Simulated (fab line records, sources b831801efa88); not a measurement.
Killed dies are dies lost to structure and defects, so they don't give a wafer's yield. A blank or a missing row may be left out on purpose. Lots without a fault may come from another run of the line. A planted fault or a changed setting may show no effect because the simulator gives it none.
fab line records | flow sfq_line
record lots=13 wafers=39 last_day=94
route steps=325 shown L0V@23 M2@101 I2@104 R5@214
lots that met no fault: from a run of the same line without faults
start_h: hours from the record's first day to the start of the lot's first wafer shown | wait_h: hours since the lot's step before | " the same as in the row above | L1.1+2: a row that stands for several wafers | - no value, or no start given | * or withheld: withheld | < > ~ a bound
route shown NAME@n: a module of which the file shows steps, and the number in the route of the first | usual: mean/standard deviation of fault-free wafers | same: alike in all rows | chamber/n: place in a boat | sites: the reading at each site | _std_site: their standard deviation | _edge_site: outer sites' mean less inner sites' | radius_mm: how far each site lies from the wafer's centre | mask NAME#n: copy n | behind: the tool/chamber that last shaped the wafer | hold: why the lot was held/for how many hours/how that ended | device: the transistor (n, p or np) that didn't switch | end of line: the same wafers' tests at the end of the route | a step without rows: its recipe alone | killed: dies lost to structure and defects at the first sort, not the wafer's yield | map: a wafer's dies, x killed, . not, _ none there
set.NAME: the setting as run; set.NAME@STEP: as run at that earlier step | model.NAME: the simulator's own value behind a step, which no gauge read
steps of the route over a sample of lots; a table a step, a row a wafer
services: from which hour (start_h, from the record's first day; less than 0 if before it) a tool's chamber was out of use, for how many hours, and why
## steps
# step SFQ_L0V_OVL_MEAS_903
# usual L0V_OVL=0/5.1
# columns lot.wafer tool chamber start_h wait_h L0V_OVL[nm]
L501.1 overlay-02 - 91.05 0.1 -1
L501.5 " - " " 2
L501.6 " - " " -3
L502.1 overlay-02 - 95.85 0.1 -2
L502.2 " - " " 1
L502.6 " - " " 0
L503.3 overlay-01 - 104.27 0.1 -7
L503.4 " - " " -10
L503.6 " - " " -11
L504.1 overlay-02 - 110.25 0.1 4
L504.3 " - " " -1
L504.4 " - " " 0
L507.2 overlay-01 - 127.81 0.1 0
L507.3 " - " " -4
L507.4 " - " " 3
L508.2 overlay-02 - 131.41 0.1 0
L508.3 " - " " 1
L508.5 " - " " -2
L509.1 overlay-01 - 136.20 0.1 -6
L509.4 " - " " -7
L509.6 " - " " -3
L510.2 overlay-02 - 139.81 0.1 -3
L510.5 " - " " -2
L510.6 " - " " 2
L511.1 overlay-01 - 148.20 0.1 4
L511.2 " - " " 1
L511.6 " - " " 0
L512.2 overlay-01 - 154.01 0.1 3
L512.3 " - " " 9
L512.4 " - " " 7
L513.2 overlay-02 - 157.61 0.1 -4
L513.5 " - " " -4
L513.6 " - " " 1
L515.1 overlay-02 - 167.20 0.1 1
L515.2 " - " " 1
L515.5 " - " " 2
L523.1 overlay-01 - 204.50 0.1 -9
L523.2 " - " " -6
L523.3 " - " " -5
# step SFQ_TRILAYER_M2_STRIP_STRIP_061
# recipe gas=O2 power_w=200 platen_temp_c=40 overash_fraction=0.65 chemistry=O2 pressure_mtorr=50
# usual drypump_motor_current_A=5.6/0.56 oes_product_au=1.005/0.011
# columns lot.wafer tool chamber start_h wait_h drypump_motor_current_A oes_product_au rf_hours_counter_h
L501.1 rie_metal-01 1 510.75 0.1 5.6 1.016 53
L501.5 " 0 " " 5.0 1.000 -
L501.6 " 1 " " 5.6 1.011 -
L502.1 rie_metal-04 0 523.95 0.1 6.2 1.001 24
L502.2 " 1 " " 5.7 1.023 124
L502.6 " 1 " " 5.7 1.016 -
L503.3 rie_metal-01 1 547.52 0.2 5.6 1.011 -
L503.4 " 0 " " 5.0 1.003 -
L503.6 " 0 " " 5.0 1.010 -
L504.1 rie_metal-03 0 567.72 0.1 5.1 0.984 79
L504.3 " 1 " " 6.5 1.013 -
L504.4 " 0 " " 5.1 1.005 -
L507.2 rie_metal-03 1 595.44 0.1 6.5 1.017 107
L507.3 " 1 " " 6.5 1.004 -
L507.4 " 0 " " 5.1 0.980 -
L508.2 rie_metal-03 1 608.10 0.1 6.5 1.006 109
L508.3 " 1 " " 6.6 1.017 -
L508.5 " 0 " " 5.1 0.992 -
L509.1 rie_metal-04 1 618.84 0.1 5.7 1.007 137
L509.4 " 0 " " 6.2 0.988 -
L509.6 " 0 " " 6.2 1.007 -
L510.2 rie_metal-01 1 622.82 0.4 5.6 1.018 -
L510.5 " 1 " " 5.6 1.013 -
L510.6 " 1 " " 5.6 1.009 -
L511.1 rie_metal-01 0 639.69 0.1 5.0 0.984 173
L511.2 " 1 " " 5.6 1.017 75
L511.6 " 0 " " 5.0 0.983 -
L512.2 rie_metal-03 0 655.29 0.1 5.1 0.997 92
L512.3 " 0 " " 5.1 0.996 -
L512.4 " 1 " " 6.5 0.999 -
L513.2 rie_metal-01 1 662.58 0.4 5.6 1.012 -
L513.5 " 1 " " 5.6 1.014 -
L513.6 " 1 " " 5.6 1.008 -
L515.1 rie_metal-01 0 688.60 0.1 5.0 0.986 5
L515.2 " 1 " " 5.6 1.003 88
L515.5 " 1 " " 5.6 0.992 -
L523.1 rie_metal-04 1 727.08 0.1 5.7 1.021 152
L523.2 " 0 " " 6.1 1.010 57
L523.3 " 0 " " 6.1 1.007 -
# step SFQ_TRILAYER_I2_CMP_CMP_064
# recipe material=SiO2 down_force_psi=3 platen_rpm=60 pad_velocity_m_s=0.94248
# usual edge_zone_pressure_frac=1.000/0.0054 head_pressure_psi=3.000/0.0069 motor_current_A=10.1/0.77 time_to_endpoint_s=212/11
# columns lot.wafer tool chamber start_h wait_h edge_zone_pressure_frac head_pressure_psi motor_current_A time_to_endpoint_s
L501.1 cmp-02 1 514.91 3.3 1.001 3.008 9.4 213
L501.5 " 2 " " 1.005 2.995 9.6 214
L501.6 " 3 " " 1.000 2.997 10.8 212
L502.2 cmp-01 0 535.44 10.7 0.997 3.004 11.0 230
L502.1 " 1 " " 1.004 3.008 9.9 212
L502.6 " 2 " " 1.011 3.001 10.8 229
L503.4 cmp-01 1 558.94 10.8 1.004 3.006 10.2 215
L503.3 " 2 " " 1.001 2.996 10.6 209
L503.6 " 1 560.94 12.8 0.997 3.011 10.1 220
L504.4 cmp-02 1 579.94 11.4 1.005 2.996 9.7 220
L504.1 " 2 " " 0.999 3.009 9.2 206
L504.3 " 3 " " 0.997 2.982 10.3 204
L507.4 cmp-01 3 610.19 13.9 1.002 3.004 9.4 205
L507.2 " 0 " " 1.000 2.989 11.3 230
L507.3 " 2 611.69 15.4 0.999 3.009 10.2 204
L508.3 cmp-02 3 622.29 13.2 1.007 2.999 10.9 203
L508.2 " 1 623.29 14.2 1.002 3.012 9.4 208
L508.5 " 3 624.29 15.1 1.014 2.999 10.5 214
L509.4 cmp-02 1 633.79 14.1 1.004 3.004 9.7 212
L509.1 " 0 635.29 15.6 1.005 2.986 10.7 196
L509.6 " 2 636.29 16.6 1.006 3.008 9.2 222
L510.2 cmp-01 2 638.69 14.7 1.000 2.993 10.5 209
L510.5 " 3 " " 0.993 3.003 9.5 204
L510.6 " 0 " " 1.002 3.002 11.1 226
L511.1 cmp-02 1 657.79 17.3 1.014 3.006 9.9 204
L511.2 " 0 659.29 18.8 0.998 3.011 11.1 197
L511.6 " 2 660.29 19.8 1.003 3.003 9.6 223
L512.4 cmp-01 1 670.47 14.3 0.988 2.998 10.2 236
L512.3 " 3 671.47 15.4 0.997 2.999 8.6 237
L512.2 " 0 " " 1.007 2.992 10.9 241
L513.2 cmp-01 3 680.97 17.2 0.997 3.006 9.3 225
L513.5 " 0 " " 0.999 3.002 10.4 237
L513.6 " 1 " " 0.999 3.002 9.3 232
L515.2 cmp-02 2 706.79 17.4 1.007 3.005 9.3 210
L515.1 " 3 " " 0.994 2.982 10.9 204
L515.5 " 0 " " 0.999 3.386 11.8 180
L523.3 cmp-01 1 733.47 5.6 0.997 2.986 10.0 208
L523.1 " 3 734.47 6.6 1.002 2.999 9.3 205
L523.2 " 0 " " 1.006 3.001 11.4 221
# step SFQ_TRILAYER_R5_DEP_SPUTTER_134
# recipe material=Ti base_pressure_pa=1.33e-06 target_thk_nm=5 power_w=2000 time_s=5 chamber_pressure_pa=0.4
# usual throttle_valve_pct=29.5/1.3
# same time_s=5
# columns lot.wafer tool chamber start_h wait_h throttle_valve_pct
L501.1 pvd_sputter-03 - 1389.49 0.0 29.3
L501.5 " - " " 29.3
L501.6 " - " " 29.8
L502.1 pvd_sputter-03 - 1397.89 0.0 31.6
L502.2 " - " " 30.7
L502.6 " - " " 29.4
L503.3 pvd_sputter-03 - 1413.36 0.0 31.9
L503.4 " - " " 29.4
L503.6 " - " " 30.5
L504.1 pvd_sputter-03 - 1429.33 0.0 30.6
L504.3 " - " " 30.0
L504.4 " - " " 31.7
L507.2 pvd_sputter-03 - 1467.00 0.0 29.4
L507.3 " - " " 29.7
L507.4 " - " " 30.6
L508.2 pvd_sputter-05 - 1484.65 0.0 27.4
L508.3 " - " " 27.5
L508.5 " - " " 28.3
L509.1 pvd_sputter-03 - 1488.60 0.0 30.7
L509.4 " - " " 29.9
L509.6 " - " " 29.3
L510.2 pvd_sputter-05 - 1494.25 0.0 27.5
L510.5 " - " " 27.4
L510.6 " - " " 28.1
L511.1 pvd_sputter-05 - 1519.30 0.0 29.7
L511.2 " - " " 27.5
L511.6 " - " " 27.8
L512.2 pvd_sputter-03 - 1521.00 0.0 29.8
L512.3 " - " " 29.2
L512.4 " - " " 30.7
L513.2 pvd_sputter-04 - 1522.88 0.0 29.9
L513.5 " - " " 29.7
L513.6 " - " " 29.1
L515.1 pvd_sputter-05 - 1528.53 0.0 27.6
L515.2 " - " " 28.4
L515.5 " - " " 29.8
L523.1 pvd_sputter-03 - 1546.08 0.0 29.4
L523.2 " - " " 31.6
L523.3 " - " " 30.8
## services
# columns tool chamber start_h hours kind
pvd_sputter-03 - 504.84 4.4 repair
cmp-01 - 510.67 11.8 pm
cmp-01 - 532.54 0.8 repair
cmp-01 - 600.44 6.7 pm
cmp-01 - 652.70 6.2 repair
cmp-01 - 661.86 5.6 pm
pvd_sputter-03 - 689.49 4.9 repair
cmp-01 - 707.00 1.7 repair
cmp-01 - 751.31 2.4 repair
cmp-01 - 753.67 4.0 pm
cmp-01 - 765.35 1.0 repair
cmp-01 - 767.26 0.9 repair
cmp-01 - 775.80 2.0 repair
cmp-01 - 806.18 0.2 repair
cmp-01 - 931.30 3.8 repair
cmp-01 - 942.54 28.9 repair
pvd_sputter-03 - 955.19 1.2 repair
cmp-01 - 971.41 5.5 pm
cmp-01 - 979.81 1.5 repair
cmp-01 - 989.85 1.3 repair
cmp-01 - 1095.23 4.0 pm
cmp-01 - 1114.98 2.2 repair
pvd_sputter-03 - 1123.76 13.0 repair
pvd_sputter-03 - 1468.49 1.2 repair
## key
first_sign step=SFQ_TRILAYER_I2_CMP_CMP_064 reading=head_pressure_psi direction=up sigmas=56 usual=3.000 struck=3.386
effect none on later readings
met_at SFQ_TRILAYER_I2_CMP_CMP_064
struck_lots L515
struck_wafers L515.5
not_acting_at SFQ_L0V_OVL_MEAS_903,SFQ_TRILAYER_M2_STRIP_STRIP_061,SFQ_TRILAYER_R5_DEP_SPUTTER_134
onset_between 657.79 706.79
fault kind=process_parameter_drift tool=cmp-02 chamber=0 onset_h=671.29 steps=SFQ_TRILAYER_I2_CMP_CMP_064 channel=down_force_psi offset=0.38494 shape=step end_h=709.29 acts_in=these_recipes_only stated=3
